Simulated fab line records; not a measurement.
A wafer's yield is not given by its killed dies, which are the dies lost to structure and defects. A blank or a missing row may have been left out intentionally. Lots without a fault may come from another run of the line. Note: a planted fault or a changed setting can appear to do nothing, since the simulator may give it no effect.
Which tool was responsible? -- flow sky130 -- 12 lots, 36 wafers sampled, at 3 steps of a route of 708

== WHAT THE GAUGES READ, wafer by wafer ==
SKY_CAP2M_RS_MEAS_03: uses a four-point probe to measure.
lot,measured,on,CAP2M_TIN_RS (ohm/sq)
L412,day 39 09:55,film-metro-02,6.91 6.88 6.95
L413,day 39 14:56,film-metro-01,6.88 6.94 6.90
L417,day 41 00:54,film-metro-01,7.00 6.97 7.04
L420,day 42 01:07,film-metro-02,8.84 8.85 8.95
L423,day 42 23:33,film-metro-04,8.86 8.67 8.80
L424,day 43 05:13,film-metro-02,6.82 6.85 6.82
L425,day 43 22:38,film-metro-02,6.81 6.82 6.77
L430,day 45 01:46,film-metro-04,6.85 6.84 6.84
L431,day 45 02:55,film-metro-04,6.86 6.94 6.90
L432,day 45 11:35,film-metro-04,6.80 6.87 6.80
L434,day 46 00:41,film-metro-02,6.90 6.77 6.76
L435,day 46 02:50,film-metro-04,6.97 6.92 6.90

SKY_CAP2M_THK_MEAS_04: measures by xrf.
lot,measured,on,CAP2M_TIN_THK (nm)
L412,day 39 10:02,film-metro-02,203.1 204.5 202.6
L413,day 39 15:02,film-metro-01,206.7 203.8 205.4
L417,day 41 01:01,film-metro-01,203.1 204.5 202.0
L420,day 42 01:14,film-metro-02,160.0 159.4 158.4
L423,day 42 23:40,film-metro-04,161.5 164.6 162.0
L424,day 43 05:20,film-metro-02,208.4 206.2 208.1
L425,day 43 22:45,film-metro-02,209.1 208.3 209.2
L430,day 45 01:53,film-metro-04,209.2 208.7 208.8
L431,day 45 03:02,film-metro-04,208.9 206.0 207.6
L432,day 45 11:42,film-metro-04,210.2 208.2 210.8
L434,day 46 00:48,film-metro-02,204.0 207.3 208.1
L435,day 46 02:57,film-metro-04,205.4 205.0 206.1

== WHAT TOOL EACH LOT RAN ON (gives the tool, then ch and the chambers of the sampled wafers, and finally the start) ==
lot,SKY_CAP2M_SPUTTER_02
L412,"pvd-sputter-03, day 39 09:48"
L413,"pvd-sputter-03, day 39 14:48"
L417,"pvd-sputter-01, day 41 00:48"
L420,"pvd-sputter-01, day 42 01:01"
L423,"pvd-sputter-01, day 42 23:25"
L424,"pvd-sputter-03, day 43 05:06"
L425,"pvd-sputter-03, day 43 22:31"
L430,"pvd-sputter-03, day 45 01:38"
L431,"pvd-sputter-03, day 45 02:47"
L432,"pvd-sputter-03, day 45 11:23"
L434,"pvd-sputter-03, day 46 00:34"
L435,"pvd-sputter-03, day 46 02:43"
- SKY_CAP2M_SPUTTER_02: material TiN, target thk 200 nm, time 166.7 s.

== WHAT THE TOOLS THEMSELVES READ (means of the sampled wafers that have a number; where no wafer has one, the mark that the record gives instead) ==
SKY_CAP2M_SPUTTER_02.
lot,tool,cathode-dc-power-W (W),throttle-valve-pct (%)
L412,pvd-sputter-03,6499.5,30.8
L413,pvd-sputter-03,6499.6,30.8
L417,pvd-sputter-01,6499.6,30.2
L420,pvd-sputter-01,5172.2,30.3
L423,pvd-sputter-01,5173.2,29.5
L424,pvd-sputter-03,6501.2,30.8
L425,pvd-sputter-03,6499.4,30.8
L430,pvd-sputter-03,6499.8,30.8
L431,pvd-sputter-03,6499.5,30.8
L432,pvd-sputter-03,6500.5,30.9
L434,pvd-sputter-03,6500.9,30.9
L435,pvd-sputter-03,6501.2,30.8

== THE ANSWER, worked out from the rows above alone ==
Rule: usual is defined by the lots themselves. The widest of any qualifying gaps counts: lots, ordered by their means at a reading, are off when they make up no more than a third of the lots, leave a main group of 4 or more, and stand apart from it by 3 or more times the standard deviation of that group's means. The tables above print the reading to a certain number of digits; a main group whose means all agree to those digits is not used. Also off: a lot with no number at a reading for which 4 or more lots have one. The other lots that the step has rows for count as sound. Order of review: gauges by route order, followed by the tools' own readings, for which a lot's mean as printed above is used. At the first step where some lot is off, the reading lying furthest off is the one used; lots without a number count as furthest.
Off: L420, L423, at SKY_CAP2M_RS_MEAS_03 (CAP2M_TIN_RS). The main group has a mean of 6.88 ohm/sq with a standard deviation of 0.062.
A tool fits if, at a process step before that reading, it ran every lot that is off, and no sound lot after the first of them. The gauges at SKY_CAP2M_RS_MEAS_03 aren't tried: what is off there is off at SKY_CAP2M_SPUTTER_02 too, on other tools, and a gauge's error can't cause that. One fits: SKY_CAP2M_SPUTTER_02 on pvd-sputter-01. Its last sound lot is L417 (day 41 00:48), its first lot that is off L420 (day 42 01:01): a fault that began between those two fits.
On the lots that are off, the tool's own readings at SKY_CAP2M_SPUTTER_02 differ by more than 5 times the standard deviation of the sound lots' means, which bears it out; cathode-dc-power-W reads 5172.7 W there versus 6500.1 W on the sound lots.

== WHAT WAS PUT IN BY THE SIMULATOR ==
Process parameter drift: pvd-sputter-01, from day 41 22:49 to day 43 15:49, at SKY_CAP2M_SPUTTER_02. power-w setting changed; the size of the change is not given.
Lots struck among those shown: L420, L423. This agrees with what the rule above found.
